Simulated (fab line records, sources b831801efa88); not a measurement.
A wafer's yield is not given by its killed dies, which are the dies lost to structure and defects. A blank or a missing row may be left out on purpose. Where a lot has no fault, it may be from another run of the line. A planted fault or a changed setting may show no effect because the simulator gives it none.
fab line records ; flow gf180mcu
record: lots: 14; wafers: 42; lastDay: 35
route steps=602 shown V4@493 MIM@505
lots with no fault: from the same line, run without faults
startH: start of the lot's first displayed wafer, in hours after the record's first day ; waitH: hours elapsed since this lot's preceding step ; " same as the row above ; L1.1+2: one row covering several wafers at once ; - value missing, or start not given ; * or withheld: withheld ; < > ~ a bound
route shown NAME@n: NAME is a module with steps in the file, n the number in the route of the first one ; usual: mean/standard deviation taken from wafers without a fault ; same: alike in all rows ; chamber/n: place in a boat ; sites: each site's reading ; _std_site: their standard deviation ; _edge_site: outer sites' mean less inner sites' ; radiusMm: for every site, how far away it sits from the centre of the wafer ; mask NAME#n: copy n ; behind: the most recent tool/chamber to have shaped the wafer ; hold: why the lot went on hold/how many hours it stayed there/how the hold came to an end ; device: whichever transistor did not switch (one of n, p or np) ; end of line: tests of these same wafers at the route's end ; for a step that has no rows: nothing shown but its recipe ; killed: dies lost to structure and defects at the first sort, not the wafer's yield ; map: a wafer's dies, marking killed ones x, the rest . and places with no die _
set.NAME: the setting that was run; set.NAME@STEP: the one run at that earlier step ; model.NAME: the simulator's own value behind a step, which no gauge read
route steps across a sampled set of lots; one table per step, one row per wafer
services: a tool's chamber out of use, with start hour (startH, from the record's first day; less than 0 if before it), hours out, and reason
== steps ==
step: GF_V4_ETCH_17
recipe: chemistry: C4F8/O2/Ar; maskMaterial: KrF; target: SiO2; stopOn: TiN; sourceW: 1500; biasW: 1200; pressureMtorr: 40; c4f8FlowSccm: withheld; O2_flow_sccm: 6; Ar_flow_sccm: 300; timeS: withheld; targetDepthA: 6300
usual: chamberPressureMTorr: 40.00/0.038; oesProductAu: 0.852/0.0051; rfFwdPowerW: 1492/4.9
lot.wafer;tool;chamber;startH;waitH;chamberPressureMTorr;oesProductAu;rfFwdPowerW
L293.2;rieDiel-03;2;-;-;40.05;0.850;1498
L293.3;rieDiel-03;1;-;-;40.00;0.855;1492
L293.5;rieDiel-03;2;-;-;40.00;0.862;1494
L295.2;rieDiel-04;1;-;-;40.02;0.847;1500
L295.4;rieDiel-04;3;-;-;40.01;0.856;1494
L295.5;rieDiel-04;1;-;-;39.93;0.857;1494
L296.1;rieDiel-03;3;-;-;40.00;0.852;1490
L296.5;rieDiel-03;2;-;-;39.95;0.855;1487
L296.6;rieDiel-03;1;-;-;40.05;0.862;1489
L297.2;rieDiel-04;0;-;-;40.00;0.850;1494
L297.3;rieDiel-04;1;-;-;39.91;0.853;1494
L297.5;rieDiel-04;1;-;-;39.99;0.850;1492
L298.2;rieDiel-02;3;-;-;40.00;0.850;1490
L298.3;rieDiel-02;1;-;-;39.94;0.856;1494
L298.4;rieDiel-02;2;-;-;40.02;0.851;1487
L300.1;rieDiel-04;3;-;-;40.01;0.845;1496
L300.5;rieDiel-04;1;-;-;39.99;0.847;1490
L300.6;rieDiel-04;2;-;-;39.91;0.848;1493
L299.1;rieDiel-02;0;-;-;39.99;0.847;1499
L299.2;rieDiel-02;3;-;-;39.98;0.852;1497
L299.6;rieDiel-02;0;-;-;39.97;0.838;1492
L301.1;rieDiel-04;1;-;-;40.04;0.844;1494
L301.4;rieDiel-04;2;-;-;40.03;0.851;1491
L301.6;rieDiel-04;0;-;-;40.06;0.851;1491
L302.1;rieDiel-04;1;-;-;39.99;0.854;1501
L302.3;rieDiel-04;0;-;-;39.96;0.850;1492
L302.6;rieDiel-04;1;-;-;39.98;0.850;1499
L309.1;rieDiel-03;1;-;-;39.98;0.852;1492
L309.4;rieDiel-03;0;-;-;40.02;0.853;1499
L309.5;rieDiel-03;1;-;-;40.01;0.851;1485
L310.3;rieDiel-04;0;-;-;39.95;0.852;1487
L310.4;rieDiel-04;2;-;-;40.00;0.847;1499
L310.5;rieDiel-04;1;-;-;40.00;0.859;1498
L311.2;rieDiel-02;1;-;-;39.97;0.857;1491
L311.4;rieDiel-02;0;-;-;40.00;0.847;1497
L311.5;rieDiel-02;1;-;-;39.95;0.859;1483
L312.1;rieDiel-04;2;-;-;40.05;0.852;1492
L312.2;rieDiel-04;0;-;-;39.97;0.864;1488
L312.3;rieDiel-04;1;-;-;40.00;0.853;1491
L315.4;rieDiel-02;1;-;-;40.01;0.851;1488
L315.5;rieDiel-02;0;-;-;40.07;0.849;1489
L315.6;rieDiel-02;3;-;-;40.05;0.848;1490
step: GF_V4_CMP_26
recipe: stopOn: SiO2; downForcePsi: 3.5; platenRpm: 60; tOverpolishS: 15; targetThkNm: 0; padVelocityMS: 0.94248
usual: motorCurrentA: 10.9/1.6; overpolishRunS: 15.000/0.0078; slurryFlowMlMin: 150.0/0.43; timeToEndpointS: 84/5.1
same: tOverpolishS: 15
lot.wafer;tool;chamber;startH;waitH;motorCurrentA;overpolishRunS;slurryFlowMlMin;timeToEndpointS
L293.2;cmp-01;1;591.52;0.0;11.3;15.010;149.7;78
L293.3;cmp-01;3;591.52;0.0;9.5;15.008;150.4;83
L293.5;cmp-01;1;591.52;0.0;10.9;14.999;149.0;80
L295.4;cmp-02;2;603.68;0.1;8.6;15.001;150.4;84
L295.2;cmp-02;3;603.68;0.1;13.5;14.992;150.2;90
L295.5;cmp-02;1;603.68;0.1;11.4;15.000;150.2;85
L296.1;cmp-01;2;619.19;0.1;13.1;15.017;149.9;77
L296.5;cmp-01;0;619.19;0.1;8.8;14.999;150.4;78
L296.6;cmp-01;1;619.19;0.1;11.5;15.003;149.8;75
L297.3;cmp-01;1;627.96;0.1;10.8;15.005;150.2;75
L297.2;cmp-01;3;627.96;0.1;10.1;15.010;149.4;79
L297.5;cmp-01;1;627.96;0.1;11.1;15.009;150.1;78
L298.4;cmp-01;3;631.92;0.1;10.2;15.003;149.4;85
L298.2;cmp-01;0;631.92;0.1;9.6;15.009;149.8;85
L298.3;cmp-01;1;631.92;0.1;10.9;15.003;149.5;76
L300.1;cmp-01;1;643.01;0.2;11.0;14.999;150.8;80
L300.6;cmp-01;2;643.01;0.2;13.3;14.998;149.5;81
L300.5;cmp-01;3;643.01;0.2;9.9;14.992;149.8;81
L299.1;cmp-01;1;644.36;0.1;11.3;14.993;150.4;77
L299.2;cmp-01;3;644.36;0.1;9.9;14.998;150.3;76
L299.6;cmp-01;1;644.36;0.1;11.4;15.008;150.1;75
L301.1;cmp-01;0;653.22;0.4;9.1;15.005;150.1;77
L301.4;cmp-01;3;653.22;0.4;10.2;15.006;150.8;79
L301.6;cmp-01;0;653.22;0.4;9.0;15.004;149.7;78
L302.3;cmp-01;0;655.92;0.0;9.3;14.992;149.6;81
L302.1;cmp-01;3;655.92;0.0;10.1;15.000;150.0;84
L302.6;cmp-01;1;655.92;0.0;11.2;15.006;149.8;81
L309.4;cmp-01;3;708.73;0.0;9.8;0.039;149.7;130
L309.1;cmp-01;2;708.73;0.0;13.1;14.992;149.9;85
L309.5;cmp-01;0;708.73;0.0;10.0;15.010;150.0;82
L310.3;cmp-01;0;713.06;0.1;10.1;0.043;149.8;132
L310.4;cmp-01;2;713.06;0.1;13.2;0.032;149.7;133
L310.5;cmp-01;0;713.06;0.1;9.5;14.993;150.1;84
L311.2;cmp-02;2;720.82;0.0;9.0;14.994;150.4;92
L311.4;cmp-02;1;720.82;0.0;11.3;14.987;149.4;94
L311.5;cmp-02;3;720.82;0.0;13.2;14.989;150.1;94
L312.1;cmp-02;2;725.80;0.1;8.6;15.001;150.7;89
L312.3;cmp-02;0;725.80;0.1;11.7;15.016;150.6;90
L312.2;cmp-02;1;725.80;0.1;11.2;14.999;150.2;90
L315.4;cmp-02;3;745.18;0.1;13.0;15.000;150.3;96
L315.6;cmp-02;2;745.18;0.1;8.5;15.005;149.9;92
L315.5;cmp-02;3;745.18;0.1;13.0;14.998;149.9;95
step: GF_MIM_SPUTTER_02
recipe: material: AlCu; targetThkNm: 450; powerW: 10600; timeS: 23.9; chamberPressurePa: 0.4
usual: throttleValvePct: 29.8/1.1
lot.wafer;tool;chamber;startH;waitH;throttleValvePct
L293.2;pvdSputter-04;-;591.95;0.0;30.6
L293.3;pvdSputter-04;-;591.95;0.0;29.4
L293.5;pvdSputter-04;-;591.95;0.0;30.7
L295.2;pvdSputter-03;-;604.01;0.0;29.5
L295.4;pvdSputter-03;-;604.01;0.0;28.7
L295.5;pvdSputter-03;-;604.01;0.0;28.7
L296.1;pvdSputter-04;-;619.52;0.0;29.6
L296.5;pvdSputter-04;-;619.52;0.0;29.4
L296.6;pvdSputter-04;-;619.52;0.0;30.6
L297.2;pvdSputter-01;-;628.34;0.0;31.1
L297.3;pvdSputter-01;-;628.34;0.0;30.7
L297.5;pvdSputter-01;-;628.34;0.0;30.8
L298.2;pvdSputter-03;-;632.30;0.0;29.3
L298.3;pvdSputter-03;-;632.30;0.0;28.8
L298.4;pvdSputter-03;-;632.30;0.0;29.1
L300.1;pvdSputter-01;-;643.29;0.0;31.7
L300.5;pvdSputter-01;-;643.29;0.0;31.3
L300.6;pvdSputter-01;-;643.29;0.0;30.2
L299.1;pvdSputter-01;-;644.74;0.0;31.3
L299.2;pvdSputter-01;-;644.74;0.0;30.4
L299.6;pvdSputter-01;-;644.74;0.0;31.6
L301.1;pvdSputter-04;-;653.65;0.0;30.1
L301.4;pvdSputter-04;-;653.65;0.0;28.3
L301.6;pvdSputter-04;-;653.65;0.0;28.1
L302.1;pvdSputter-01;-;656.35;0.0;31.7
L302.3;pvdSputter-01;-;656.35;0.0;30.6
L302.6;pvdSputter-01;-;656.35;0.0;30.5
L309.1;pvdSputter-04;-;709.16;0.0;29.9
L309.5;pvdSputter-04;-;709.16;0.0;29.5
L310.5;pvdSputter-03;-;713.46;0.0;28.9
L311.2;pvdSputter-03;-;721.25;0.0;29.7
L311.4;pvdSputter-03;-;721.25;0.0;29.3
L311.5;pvdSputter-03;-;721.25;0.0;28.7
L312.1;pvdSputter-01;-;726.23;0.0;31.5
L312.2;pvdSputter-01;-;726.23;0.0;30.8
L312.3;pvdSputter-01;-;726.23;0.0;31.6
L315.4;pvdSputter-04;-;745.56;0.0;28.3
L315.5;pvdSputter-04;-;745.56;0.0;28.1
L315.6;pvdSputter-04;-;745.56;0.0;30.1
step: GF_MIM_SPUTTER_08
recipe: material: AlCu; targetThkNm: 200; powerW: 10600; timeS: 10.6; chamberPressurePa: 0.4
usual: throttleValvePct: 30.1/1.1
lot.wafer;tool;chamber;startH;waitH;throttleValvePct
L293.2;pvdSputter-01;-;592.18;0.0;30.5
L293.3;pvdSputter-01;-;592.18;0.0;31.5
L293.5;pvdSputter-01;-;592.18;0.0;31.4
L295.2;pvdSputter-04;-;604.24;0.0;30.0
L295.4;pvdSputter-04;-;604.24;0.0;29.1
L295.5;pvdSputter-04;-;604.24;0.0;28.3
L296.1;pvdSputter-01;-;619.75;0.0;31.3
L296.5;pvdSputter-01;-;619.75;0.0;31.3
L296.6;pvdSputter-01;-;619.75;0.0;30.7
L297.2;pvdSputter-03;-;628.57;0.0;28.8
L297.3;pvdSputter-03;-;628.57;0.0;28.8
L297.5;pvdSputter-03;-;628.57;0.0;28.9
L298.2;pvdSputter-01;-;632.53;0.0;30.4
L298.3;pvdSputter-01;-;632.53;0.0;30.3
L298.4;pvdSputter-01;-;632.53;0.0;31.7
L300.1;pvdSputter-04;-;643.52;0.0;30.8
L300.5;pvdSputter-04;-;643.52;0.0;29.3
L300.6;pvdSputter-04;-;643.52;0.0;29.8
L299.1;pvdSputter-04;-;644.97;0.0;30.1
L299.2;pvdSputter-04;-;644.97;0.0;28.3
L299.6;pvdSputter-04;-;644.97;0.0;30.1
L301.1;pvdSputter-01;-;653.88;0.0;31.7
L301.4;pvdSputter-01;-;653.88;0.0;30.5
L301.6;pvdSputter-01;-;653.88;0.0;30.9
L302.1;pvdSputter-03;-;656.58;0.0;28.6
L302.3;pvdSputter-03;-;656.58;0.0;29.2
L302.6;pvdSputter-03;-;656.58;0.0;28.7
L309.1;pvdSputter-03;-;709.39;0.0;28.6
L309.5;pvdSputter-03;-;709.39;0.0;28.7
L310.5;pvdSputter-04;-;713.68;0.0;30.7
L311.2;pvdSputter-04;-;721.48;0.0;30.2
L311.4;pvdSputter-04;-;721.48;0.0;28.3
L311.5;pvdSputter-04;-;721.48;0.0;29.4
L312.1;pvdSputter-04;-;726.46;0.0;28.2
L312.2;pvdSputter-04;-;726.46;0.0;30.2
L312.3;pvdSputter-04;-;726.46;0.0;29.3
L315.4;pvdSputter-01;-;745.78;0.0;31.4
L315.5;pvdSputter-01;-;745.78;0.0;31.4
L315.6;pvdSputter-01;-;745.78;0.0;31.3
== services ==
tool;chamber;startH;hours;kind
cmp-02;-;572.17;4.0;pm
rieDiel-03;-;579.65;0.1;repair
rieDiel-02;0;587.83;10.0;repair
rieDiel-04;1;595.56;6.0;repair
rieDiel-04;2;600.56;5.9;repair
cmp-02;-;610.01;0.2;repair
rieDiel-04;2;619.00;15.2;repair
cmp-01;-;621.00;0.9;repair
cmp-02;-;641.22;12.4;pm
rieDiel-02;-;644.81;15.6;pm
cmp-02;-;668.84;3.5;pm
rieDiel-04;-;671.33;2.6;repair
cmp-01;-;672.35;6.1;pm
pvdSputter-01;-;676.21;3.9;repair
pvdSputter-01;-;677.27;1.2;repair
pvdSputter-03;-;686.44;1.1;repair
cmp-02;-;700.25;1.0;repair
rieDiel-02;3;700.30;4.6;repair
cmp-01;-;708.18;0.3;repair
cmp-01;-;709.09;0.5;repair
cmp-01;-;734.83;1.0;repair
rieDiel-03;-;736.77;0.8;repair
cmp-01;-;738.19;1.2;repair
rieDiel-03;-;745.12;2.8;pm
== key ==
firstSign: step: GF_V4_CMP_26; reading: overpolishRunS; direction: down; sigmas: 99+; usual: 15.000; struck: 0.038
effect: step: GF_V4_CMP_26; reading: timeToEndpointS; direction: up; sigmas: 9.4; usual: *; struck: *
metAt GF_V4_CMP_26
struckLots L309,L310
struckWafers L309.4,L310.3,L310.4
laterRowsLeftOut L309.4,L310.3,L310.4
sortLeftOut L309.4,L310.3,L310.4
notActingAt GF_V4_ETCH_17,GF_MIM_SPUTTER_02,GF_MIM_SPUTTER_08
onsetBetween 655.92 708.73
fault: kind: processParameterDrift; tool: cmp-01; chamber: -; onsetH: 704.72; steps: GF_V4_CMP_26; channel: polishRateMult; offset: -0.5; shape: step; endH: 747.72; scope: struckWafersOnly
sortLeftOut: the simulated sort isn't trusted on such a fault, so these wafers' sort isn't shown, and their yield isn't known
laterRowsLeftOut: the simulator's readings of these wafers behind a module that went badly wrong aren't trusted and aren't shown, but for the sort
